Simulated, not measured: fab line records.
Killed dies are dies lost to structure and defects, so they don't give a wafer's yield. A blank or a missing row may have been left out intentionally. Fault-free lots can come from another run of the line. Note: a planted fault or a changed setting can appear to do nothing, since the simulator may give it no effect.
Which of the tools did it? + flow gf180mcu + 39 wafers from 13 lots sampled at 4 of the route's 602 steps

WHAT EACH GAUGE READ, for each wafer
GF_POLY_GATE_OVL_MEAS_11. Usual: POLY_GATE_OVL -3 nm, standard deviation 4.8.
| lot  | measured     | on         | POLY_GATE_OVL (nm) | flag |
|------|--------------|------------|--------------------|------|
| L211 | day 9 04:16  | overlay-02 | -2 -3 -5           |      |
| L212 | day 9 09:23  | overlay-02 | -5 -5 -12          |      |
| L213 | day 9 14:23  | overlay-02 | 2 3 0              |      |
| L214 | day 10 00:41 | overlay-01 | -1 -9 -5           |      |
| L215 | day 10 08:19 | overlay-01 | -1 4 5             |      |
| L216 | day 10 11:39 | overlay-02 | 2 -2 3             |      |
| L222 | day 12 10:29 | overlay-02 | -1 -4 -6           |      |
| L224 | day 13 05:59 | overlay-01 | -6 -1 0            |      |
| L227 | day 13 20:38 | overlay-01 | -7 -11 -7          |      |
| L229 | day 14 11:44 | overlay-02 | 1 1 2              |      |
| L231 | day 15 07:53 | overlay-01 | -11 -6 1           |      |
| L233 | day 15 18:04 | overlay-02 | -1 -2 2            |      |
| L234 | day 16 01:20 | overlay-01 | -7 -4 -1           |      |

GF_HV_LDD_CD_MEAS_31: the cd target is 400 nm. Usual: cd_nm at 400.4 nm, with a standard deviation of 2.2.
| lot  | measured     | on        | cd_nm (nm)        | flag |
|------|--------------|-----------|-------------------|------|
| L211 | day 11 12:42 | cd_sem-01 | 398.1 400.1 401.4 |      |
| L212 | day 11 16:10 | cd_sem-01 | 397.8 394.6 396.0 |      |
| L213 | day 11 22:48 | cd_sem-01 | 400.0 400.8 403.2 |      |
| L214 | day 12 11:13 | cd_sem-02 | 404.4 402.7 402.1 |      |
| L215 | day 12 18:39 | cd_sem-01 | 400.3 399.7 399.7 |      |
| L216 | day 12 22:21 | cd_sem-02 | 401.7 400.3 398.6 |      |
| L222 | day 15 00:52 | cd_sem-02 | 403.7 402.2 402.2 |      |
| L224 | day 16 00:04 | cd_sem-01 | 393.3 392.1 391.5 | OFF  |
| L227 | day 16 17:34 | cd_sem-02 | 400.1 399.6 397.5 |      |
| L229 | day 17 09:24 | cd_sem-01 | 397.8 397.9 398.2 |      |
| L231 | day 18 06:13 | cd_sem-01 | 402.6 401.3 398.8 |      |
| L233 | day 18 15:36 | cd_sem-01 | 401.0 401.7 402.1 |      |
| L234 | day 18 23:07 | cd_sem-02 | 398.6 399.5 399.7 |      |

EACH LOT AND THE TOOL THAT RAN IT (in order: tool; ch and the chambers of the sampled wafers; start)
| lot  | GF_VT_IMPLANT_STRIP_20               | GF_HV_LDD_DEVELOP_30              |
|------|--------------------------------------|-----------------------------------|
| L211 | plasma_asher-02 ch 0,1, day 6 06:14  | litho_track-01 ch 0, day 11 12:33 |
| L212 | plasma_asher-04 ch 0,1, day 6 11:08  | litho_track-01 ch 0, day 11 16:02 |
| L213 | plasma_asher-01 ch 0,1, day 6 15:14  | litho_track-02 ch 0, day 11 22:39 |
| L214 | plasma_asher-04 ch 0, day 7 00:38    | litho_track-02 ch 0, day 12 11:05 |
| L215 | plasma_asher-01 ch 1, day 7 06:59    | litho_track-01 ch 0, day 12 18:30 |
| L216 | plasma_asher-01 ch 0,1, day 7 11:10  | litho_track-04 ch 0, day 12 22:13 |
| L222 | plasma_asher-02 ch 0,1, day 9 04:08  | litho_track-04 ch 0, day 15 00:44 |
| L224 | plasma_asher-01 ch 0,1, day 9 20:56  | litho_track-02 ch 0, day 15 23:56 |
| L227 | plasma_asher-04 ch 1, day 10 10:20   | litho_track-04 ch 0, day 16 17:26 |
| L229 | plasma_asher-01 ch 0,1, day 10 22:11 | litho_track-04 ch 0, day 17 09:15 |
| L231 | plasma_asher-02 ch 0,1, day 11 13:53 | litho_track-04 ch 0, day 18 06:05 |
| L233 | plasma_asher-01 ch 0, day 12 00:29   | litho_track-04 ch 0, day 18 15:27 |
| L234 | plasma_asher-02 ch 0,1, day 12 06:13 | litho_track-04 ch 0, day 18 22:59 |
- GF_VT_IMPLANT_STRIP_20: strips in O2/N2.
- GF_HV_LDD_DEVELOP_30: develop time 60 s.

WHAT THE TOOLS THEMSELVES READ (means of the sampled wafers that have a number; where no wafer has one, the mark that the record gives instead)
GF_VT_IMPLANT_STRIP_20. Usual: chamber_pressure_mTorr 1499.7 mTorr, standard deviation 1.3; drypump_motor_current_A 5.7 A, standard deviation 0.34; heater_power_w 335 W, standard deviation 37; oes_product_au 0.716 a.u., standard deviation 0.0044; strip_time_to_endpoint_s 12.64 s, standard deviation 0.036.
| lot  | tool            | chamber_pressure_mTorr (mTorr) | drypump_motor_current_A (A) | heater_power_w (W) | oes_product_au (a.u.) | strip_time_to_endpoint_s (s) | flag |
|------|-----------------|--------------------------------|-----------------------------|--------------------|-----------------------|------------------------------|------|
| L211 | plasma_asher-02 | 1499.5                         | 5.5                         | 325                | 0.718                 | 12.66                        |      |
| L212 | plasma_asher-04 | 1499.1                         | 5.5                         | 310                | 0.717                 | 12.60                        |      |
| L213 | plasma_asher-01 | 1499.6                         | 6.0                         | 354                | 0.713                 | 12.68                        |      |
| L214 | plasma_asher-04 | 1500.5                         | 5.6                         | 368                | 0.715                 | 12.68                        |      |
| L215 | plasma_asher-01 | 1498.0                         | 5.5                         | 316                | 0.713                 | 12.64                        |      |
| L216 | plasma_asher-01 | 1501.6                         | 5.8                         | 330                | 0.716                 | 12.62                        |      |
| L222 | plasma_asher-02 | 1498.7                         | 5.5                         | 330                | 0.716                 | 12.65                        |      |
| L224 | plasma_asher-01 | 1499.2                         | 5.8                         | 326                | 0.717                 | 12.63                        |      |
| L227 | plasma_asher-04 | 1501.1                         | 5.4                         | 282                | 0.715                 | 12.66                        |      |
| L229 | plasma_asher-01 | 1499.6                         | 5.8                         | 326                | 0.717                 | 12.67                        |      |
| L231 | plasma_asher-02 | 1499.7                         | 5.6                         | 323                | 0.714                 | 12.64                        |      |
| L233 | plasma_asher-01 | 1500.6                         | 6.3                         | 372                | 0.713                 | 12.67                        |      |
| L234 | plasma_asher-02 | 1500.2                         | 5.5                         | 320                | 0.715                 | 12.57                        |      |

GF_HV_LDD_DEVELOP_30. Usual: resist_line_temp_C at 23.01 C, with a standard deviation of 0.099.
| lot  | tool           | resist_line_temp_C (C) | flag |
|------|----------------|------------------------|------|
| L211 | litho_track-01 | 23.10                  |      |
| L212 | litho_track-01 | 23.03                  |      |
| L213 | litho_track-02 | 22.95                  |      |
| L214 | litho_track-02 | 23.08                  |      |
| L215 | litho_track-01 | 22.92                  |      |
| L216 | litho_track-04 | 23.04                  |      |
| L222 | litho_track-04 | 22.99                  |      |
| L224 | litho_track-02 | 23.03                  |      |
| L227 | litho_track-04 | 23.15                  |      |
| L229 | litho_track-04 | 23.08                  |      |
| L231 | litho_track-04 | 22.93                  |      |
| L233 | litho_track-04 | 23.01                  |      |
| L234 | litho_track-04 | 22.96                  |      |

THE ANSWER, worked out from the rows above alone
Rule: lot off if the mean of its wafers having a number is beyond 3 standard deviations from the usual mean. Also off: a lot with no number at a reading for which 4 or more lots have one. Any other lot the step has rows for is counted as sound. The gauges are gone through in route order, then the tools' own readings, and for those a lot's mean is taken as printed above. At the first step where some lot is off, the reading lying furthest off is the one used; lots without a number count as furthest.
Off at GF_HV_LDD_CD_MEAS_31 (cd_nm): L224.
If a tool, at a process step before that reading, ran all the lots that are off and no sound lot after the first of them, it fits. Gauges at GF_HV_LDD_CD_MEAS_31: tried the same way as those tools. One fits: litho_track-02 at GF_HV_LDD_DEVELOP_30. A fault onset in the window from L214 (day 12 11:05, its last sound lot) to L224 (day 15 23:56, its first lot off) fits.

WHAT THE SIMULATOR PUT IN
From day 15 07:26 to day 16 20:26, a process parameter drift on litho_track-02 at GF_HV_LDD_DEVELOP_30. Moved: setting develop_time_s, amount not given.
Shown lots that were struck: L224. The rule given above showed the same thing.
